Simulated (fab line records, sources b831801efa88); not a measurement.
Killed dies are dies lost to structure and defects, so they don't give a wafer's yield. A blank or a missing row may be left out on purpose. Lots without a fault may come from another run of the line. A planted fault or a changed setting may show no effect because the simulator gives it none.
fab line records | flow sfq_line | part 2 of 2: steps 26 to 35 of 35
record lots=5 wafers=15 last_day=83
route steps=325 shown A5B@209 R5@212 I5@228 C5@240
lots that met no fault: from a run of the same line without faults
start_h: hours from the record's first day to the start of the lot's first wafer shown | wait_h: hours since the lot's step before | " the same as in the row above | L1.1+2: a row that stands for several wafers | - no value, or no start given | * or withheld: withheld | < > ~ a bound
route shown NAME@n: a module of which the file shows steps, and the number in the route of the first | usual: mean/standard deviation of fault-free wafers | same: alike in all rows | chamber/n: place in a boat | sites: the reading at each site | _std_site: their standard deviation | _edge_site: outer sites' mean less inner sites' | radius_mm: how far each site lies from the wafer's centre | mask NAME#n: copy n | behind: the tool/chamber that last shaped the wafer | hold: why the lot was held/for how many hours/how that ended | device: the transistor (n, p or np) that didn't switch | end of line: the same wafers' tests at the end of the route | a step without rows: its recipe alone | killed: dies lost to structure and defects at the first sort, not the wafer's yield | map: a wafer's dies, x killed, . not, _ none there
set.NAME: the setting as run; set.NAME@STEP: as run at that earlier step | model.NAME: the simulator's own value behind a step, which no gauge read
lots at some steps of the route; a table a step, a row a wafer
services: from which hour (start_h, from the record's first day; less than 0 if before it) a tool's chamber was out of use, for how many hours, and why
## steps
# step SFQ_TRILAYER_I5_LITHO_DEVELOP_146
# recipe time_s=60 resist=KrF
# columns lot.wafer tool chamber start_h wait_h
L075.1+2+5 litho_track-01 0 1373.35 0.1
L078.1+3+4 litho_track-03 0 1394.95 0.1
L090.1+2+5 litho_track-01 0 1617.09 0.1
L092.2+5+6 litho_track-01 0 1626.72 0.1
L097.2+4+6 litho_track-01 0 1645.92 0.1
# step SFQ_I5_OVL_MEAS_936
# usual I5_OVL=1/6.5
# columns lot.wafer tool chamber start_h wait_h I5_OVL[nm]
L075.1 overlay-01 - 1373.50 0.1 11
L075.2 " - " " 10
L075.5 " - " " 9
L078.1 overlay-01 - 1395.10 0.1 3
L078.3 " - " " -4
L078.4 " - " " 0
L090.1 overlay-02 - 1617.24 0.1 3
L090.2 " - " " -6
L090.5 " - " " 8
L092.2 overlay-02 - 1626.85 0.1 3
L092.5 " - " " 0
L092.6 " - " " -5
L097.2 overlay-02 - 1646.05 0.1 -3
L097.4 " - " " -2
L097.6 " - " " -5
# step SFQ_TRILAYER_I5_BARC_OPEN_VIA_ETCH_200
# recipe mask_material=PR chemistry=O2 target_depth_nm=125 target=BARC source_w=500 bias_w=80 pressure_mtorr=30 time_s=41.7
# usual drypump_motor_current_A=5.86/0.24 oes_product_au=0.685/0.0043 rf_fwd_power_W=495.3/2.5
# columns lot.wafer tool chamber start_h wait_h drypump_motor_current_A oes_product_au rf_fwd_power_W rf_hours_counter_h
L075.1 rie_diel-04 1 1373.53 0.0 6.05 0.683 497.1 11
L075.2 " 3 " " 5.93 0.679 496.8 2
L075.5 " 1 " " 6.04 0.687 495.3 -
L078.1 rie_diel-03 1 1395.13 0.0 5.58 0.681 490.3 6
L078.3 " 0 " " 5.94 0.684 499.5 11
L078.4 " 3 " " 6.09 0.683 492.7 12
L090.1 rie_diel-01 1 1617.28 0.0 5.58 0.684 494.1 23
L090.2 " 0 " " 6.01 0.686 495.0 25
L090.5 " 2 " " 5.53 0.681 494.9 -
L092.2 rie_diel-03 1 1626.88 0.0 5.53 0.686 491.4 9
L092.5 " 1 " " 5.55 0.688 493.4 -
L092.6 " 0 " " 5.96 0.681 496.2 -
L097.2 rie_diel-04 3 1646.08 0.0 5.93 0.681 499.0 5
L097.4 " 2 " " 5.97 0.685 498.8 4
L097.6 " 2 " " 5.94 0.686 498.6 -
# step SFQ_TRILAYER_I5_ETCH_VIA_ETCH_147
# recipe stop_on=Nb mask_material=PR chemistry=CHF3 target_depth_nm=360 source_w=500 bias_w=80 pressure_mtorr=30 time_s=withheld
# usual drypump_motor_current_A=5.87/0.24 oes_product_au=0.989/0.0051 rf_fwd_power_W=498.5/1.5
# columns lot.wafer tool chamber start_h wait_h drypump_motor_current_A oes_product_au rf_fwd_power_W
L075.1 rie_diel-04 1 1373.57 0.0 6.07 0.978 496.9
L075.2 " 3 " " 5.93 0.985 499.1
L075.5 " 1 " " 6.09 0.980 499.4
L078.1 rie_diel-03 1 1395.17 0.0 5.55 0.995 497.7
L078.3 " 0 " " 5.97 1.000 501.8
L078.4 " 3 " " 6.08 0.989 498.1
L090.1 rie_diel-01 1 1617.32 0.0 5.59 0.992 496.0
L090.2 " 0 " " 6.02 1.000 499.0
L090.5 " 2 " " 5.58 0.993 498.4
L092.2 rie_diel-03 1 1626.92 0.0 5.56 0.997 500.0
L092.5 " 1 " " 5.58 0.992 496.4
L092.6 " 0 " " 5.97 0.987 498.0
L097.2 rie_diel-04 3 1646.12 0.0 5.94 0.975 499.1
L097.4 " 2 " " 5.97 0.984 499.7
L097.6 " 2 " " 5.97 0.988 500.4
# step SFQ_TRILAYER_I5_STRIP_STRIP_148
# recipe gas=O2 power_w=200 platen_temp_c=40 overash_fraction=0.65 chemistry=O2 pressure_mtorr=50
# usual drypump_motor_current_A=5.3/0.35 oes_product_au=1.005/0.0096
# columns lot.wafer tool chamber start_h wait_h drypump_motor_current_A oes_product_au rf_hours_counter_h
L075.1 rie_metal-03 0 1373.72 - 4.8 1.014 13
L075.2 " 1 " " 5.8 1.011 52
L075.5 " 0 " " 4.8 1.007 -
L078.1 rie_metal-01 1 1395.32 - 5.6 1.011 78
L078.3 " 1 " " 5.6 1.007 -
L078.4 " 0 " " 5.2 1.005 -
L090.1 rie_metal-03 0 1617.47 - 4.8 1.013 48
L090.2 " 1 " " 5.8 1.028 82
L090.5 " 0 " " 4.8 1.020 -
L092.2 rie_metal-02 0 1627.07 - 5.3 0.998 111
L092.5 " 0 " " 5.3 0.997 -
L092.6 " 1 " " 5.3 0.987 -
L097.2 rie_metal-03 0 1646.27 - 4.8 1.003 52
L097.4 " 0 " " 4.8 0.996 -
L097.6 " 1 " " 5.8 1.009 -
# step SFQ_TRILAYER_I5_STRIP_SOLV_CLEAN_149
# recipe chemistry=NMP temp_c=70 time_s=600
# usual bath_guard_temp_C=70.0/0.62 temp_c=69.99/0.12
# columns lot.wafer tool chamber start_h wait_h bath_guard_temp_C temp_c
L075.1 wet_bench-03 7 1374.32 0.4 69.6 69.97
L075.2 " 3 " " 70.0 70.00
L075.5 " 4 " " 70.2 69.92
L078.1 wet_bench-03 7 1395.92 0.4 69.5 69.90
L078.3 " 6 " " 70.3 69.92
L078.4 " 2 " " 69.3 69.95
L090.1 wet_bench-02 1 1618.07 0.4 71.6 69.88
L090.2 " 7 " " 69.2 70.14
L090.5 " 0 " " 69.4 69.92
L092.2 wet_bench-03 0 1627.67 0.4 70.0 69.89
L092.5 " 7 " " 69.7 69.88
L092.6 " 5 " " 70.3 69.89
L097.2 wet_bench-03 7 1646.87 0.4 69.9 69.82
L097.4 " 0 " " 69.7 69.90
L097.6 " 5 " " 70.2 70.17
# step SFQ_TRILAYER_C5_LITHO_COAT_156
# recipe resist=BARC spin_rpm=3000 resist_thk_nm=62
# columns lot.wafer tool chamber start_h wait_h
L075.1+2+5 litho_track-02 0 1374.50 0.0
L078.1+3+4 litho_track-02 0 1396.10 0.0
L090.1+2+5 litho_track-01 0 1618.24 0.0
L092.2+5+6 litho_track-01 0 1628.00 0.2
L097.2+4+6 litho_track-02 0 1647.09 0.1
# step SFQ_TRILAYER_C5_LITHO_COAT_151
# recipe resist=KrF spin_rpm=3000 resist_thk_nm=656.7
# columns lot.wafer tool chamber start_h wait_h
L075.1+2+5 litho_track-02 0 1374.80 0.2
L078.1+3+4 litho_track-02 0 1396.40 0.2
L090.1+2+5 litho_track-01 0 1618.54 0.2
L092.2+5+6 litho_track-01 0 1628.30 0.2
L097.2+4+6 litho_track-02 0 1647.39 0.2
# step SFQ_TRILAYER_C5_LITHO_SOFTBAKE_155
# recipe temp_c=withheld time_s=withheld resist=KrF
# columns lot.wafer tool chamber start_h wait_h
L075.1+2+5 litho_track-02 0 1375.10 0.2
L078.1+3+4 litho_track-02 0 1396.70 0.2
L090.1+2+5 litho_track-01 0 1618.84 0.2
L092.2+5+6 litho_track-01 0 1628.58 0.2
L097.2+4+6 litho_track-02 0 1647.67 0.2
# step SFQ_TRILAYER_C5_LITHO_EXPOSE_152
# recipe mask_id=C5 na=0.6 source_shape=conventional sigma_outer=0.65 target_cd_nm=500 dose_mj=21.3
# usual stage_vel_mm_s=500.03/0.26
# columns lot.wafer tool chamber start_h wait_h mask stage_vel_mm_s
L075.1 krf_scanner-02 0 1481.11 - C5#0 499.62
L075.2 " 0 " " C5#0 499.91
L075.5 " 0 " " C5#0 499.74
L078.1 krf_scanner-01 0 1506.17 - C5#0 500.17
L078.3 " 0 " " C5#0 499.70
L078.4 " 0 " " C5#0 499.80
L090.1 krf_scanner-02 0 1701.83 - C5#0 500.71
L090.2 " 0 " " C5#0 500.08
L090.5 " 0 " " C5#0 500.49
L092.2 krf_scanner-01 0 1707.79 - C5#0 499.92
L092.5 " 0 " " C5#0 499.94
L092.6 " 0 " " C5#0 500.51
L097.2 krf_scanner-01 0 1723.39 - C5#0 500.09
L097.4 " 0 " " C5#0 500.35
L097.6 " 0 " " C5#0 500.10
## services
# columns tool chamber start_h hours kind
krf_scanner-02 - 1231.08 1.0 pm
krf_scanner-02 - 1255.15 7.2 pm
krf_scanner-01 - 1295.96 0.5 repair
krf_scanner-01 - 1308.76 0.8 pm
krf_scanner-01 - 1312.24 1.3 pm
krf_scanner-01 - 1313.54 4.0 pm
krf_scanner-01 - 1320.08 0.8 repair
krf_scanner-02 - 1329.24 0.8 pm
krf_scanner-01 - 1342.64 1.0 pm
rie_metal-02 0 1347.03 1.9 repair
krf_scanner-02 - 1364.16 1.3 pm
rie_metal-02 1 1369.94 8.0 repair
krf_scanner-02 - 1399.34 1.0 pm
krf_scanner-02 - 1442.38 0.6 repair
krf_scanner-01 - 1477.60 0.8 pm
krf_scanner-01 - 1489.27 1.3 pm
krf_scanner-02 - 1497.91 0.8 pm
krf_scanner-01 - 1510.97 1.0 pm
rie_metal-02 - 1635.51 0.7 repair
krf_scanner-01 - 1646.85 0.8 pm
krf_scanner-01 - 1664.40 1.3 pm
krf_scanner-01 - 1676.50 0.8 pm
krf_scanner-01 - 1679.88 1.0 pm
rie_metal-02 - 1706.04 2.8 pm
